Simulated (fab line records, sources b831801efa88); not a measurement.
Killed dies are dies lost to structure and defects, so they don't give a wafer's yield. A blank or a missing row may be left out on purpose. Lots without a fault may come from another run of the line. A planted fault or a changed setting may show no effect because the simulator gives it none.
A struck lot beside a sound one | flow sky130 | 16 steps out of a route of 708
Sound: wafers L785.1, L785.3, L785.6. Struck: wafers L802.2, L802.4, L802.5. The cause comes at the end.
At each step with rows: each side's tool, then ch and its chambers, then its first start. Under that, the readings that differ: sound wafers | struck wafers | difference of the means | sigmas: that difference in standard deviations of wafers without a fault.
alike: readings whose means differ by less than 2 such deviations, and words and numbers that are the same on both sides. not compared: withheld readings, readings that some wafer has no value for, bounds like >300 that may hide the same value, and numbers for which the record gives no deviation and whose values overlap.
The two part at a step that has a row with sigmas, a row that says differs or no value, or rows on one side only. Numbers that don't overlap but have no deviation are shown without sigmas and don't part them. A reading that every wafer of one side lacks parts them only if that side has two wafers or more.

first, 2 steps without rows for these wafers: SKY_LOCAL_INTERCONNECT_PEB_09; SKY_LOCAL_INTERCONNECT_DEVELOP_10 (develop time 60 s).
SKY_LOCAL_INTERCONNECT_CD_MEAS_11: target cd 170 nm.
  sound on cd_sem-02, day 31 11:18; struck on cd_sem-02, day 36 21:31
  alike: cd_nm
SKY_LOCAL_INTERCONNECT_OVL_MEAS_12:
  sound on overlay-01, day 31 11:25; struck on overlay-01, day 36 21:38
  alike: LOCAL_INTERCONNECT_OVL
SKY_LOCAL_INTERCONNECT_ETCH_13: etches BARC in N2/H2, stops on SiO2, time 45.9 s, target depth 60 nm.
  sound on rie_metal-01 ch 0,1, day 31 11:28; struck on rie_metal-01 ch 0,1, day 36 21:40
  alike: bias_w, drypump_motor_current_A, oes_product_au, throttle_valve_pct
  not compared: rf_hours_counter_h
SKY_LOCAL_INTERCONNECT_METAL_ETCH_14: etches TiN in Cl2/BCl3, stops on PSG, target depth 110 nm, time 31.4 s.
  sound on rie_metal-01 ch 0,1, day 31 11:31; struck on rie_metal-01 ch 0,1, day 36 21:43
  alike: bias_w, drypump_motor_current_A, oes_product_au, throttle_valve_pct
  not compared: rf_hours_counter_h
SKY_LOCAL_INTERCONNECT_STRIP_15: strips in O2/N2.
  sound on plasma_asher-01 ch 1, day 31 11:34; struck on plasma_asher-01 ch 0,1, day 36 21:47
  alike: drypump_motor_current_A, oes_product_au, strip_time_to_endpoint_s
  not compared: rf_hours_counter_h
then, 3 steps without rows for these wafers: SKY_LOCAL_INTERCONNECT_STRIP_16 (strips in post etch residue remover, time 1200 s); SKY_LOCAL_INTERCONNECT_CLEAN_17 (cleans in IPA, time 180 s); SKY_LOCAL_INTERCONNECT_CLEAN_18 (cleans in O3/DIW).
SKY_CONTACT_CVD_00: deposits Si3N4, target thk 75 nm.
  sound on pecvd-04 ch 0,1,2, day 31 12:10; struck on pecvd-01 ch 0,1,2, day 36 22:22
  alike: heater_power_w
SKY_CONTACT_THK_MEAS_01:
  sound on film_metro-04, day 31 12:13; struck on film_metro-04, day 36 22:25
  alike: CONTACT_CVD_00_THK
SKY_CONTACT_HDPCVD_02: deposits SiO2, target thk 565 nm, time 94.2 s.
  sound on hdpcvd-02 ch 0,2, day 31 12:16; struck on hdpcvd-01 ch 0,1,2, day 36 22:28
  reading                                     | sound             | struck            | difference | sigmas
  run_length_s (s)                            | 122.0 121.2 122.7 | 117.7 117.4 117.5 | -4.4       | -11
  model.SiO2_of_CONTACT_HDPCVD_02.thk_nm (nm) | 564.4 565.9 566.8 | 530.8 536.2 539.4 | -30.2      |
  alike: sih4_flow_sccm
SKY_CONTACT_THK_MEAS_03:
  sound on film_metro-04, day 31 12:20; struck on film_metro-01, day 36 22:32
  reading                 | sound       | struck      | difference | sigmas
  CONTACT_HDPCVD_THK (nm) | 564 566 567 | 530 536 539 | -31        | -4
SKY_CONTACT_CMP_04: polishes SiO2.
  sound on cmp-01 ch 1,2, day 31 12:24; struck on cmp-02 ch 1,2,3, day 36 22:35
  reading                | sound    | struck   | difference | sigmas
  time_to_endpoint_s (s) | 87 80 83 | 71 68 71 | -13        | -3
  alike: motor_current_A
-- the record jumps here: 14 days lie between the struck wafers' starts before and after (it left off in module CONTACT and takes up again in module PAD_OPEN, whose first step shown is number 708 of the route) --
SKY_PAD_OPEN_PROBE_99:
  the record has rows for the struck wafers here (prober-01, day 50 12:17) and none for the sound ones

WHERE THEY PART
First at SKY_CONTACT_HDPCVD_02; last, within this record, at SKY_PAD_OPEN_PROBE_99.

WHY: what the simulator had put in
Process parameter drift: hdpcvd-01, from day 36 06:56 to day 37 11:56, at SKY_CONTACT_HDPCVD_02. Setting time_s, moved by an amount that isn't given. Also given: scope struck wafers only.
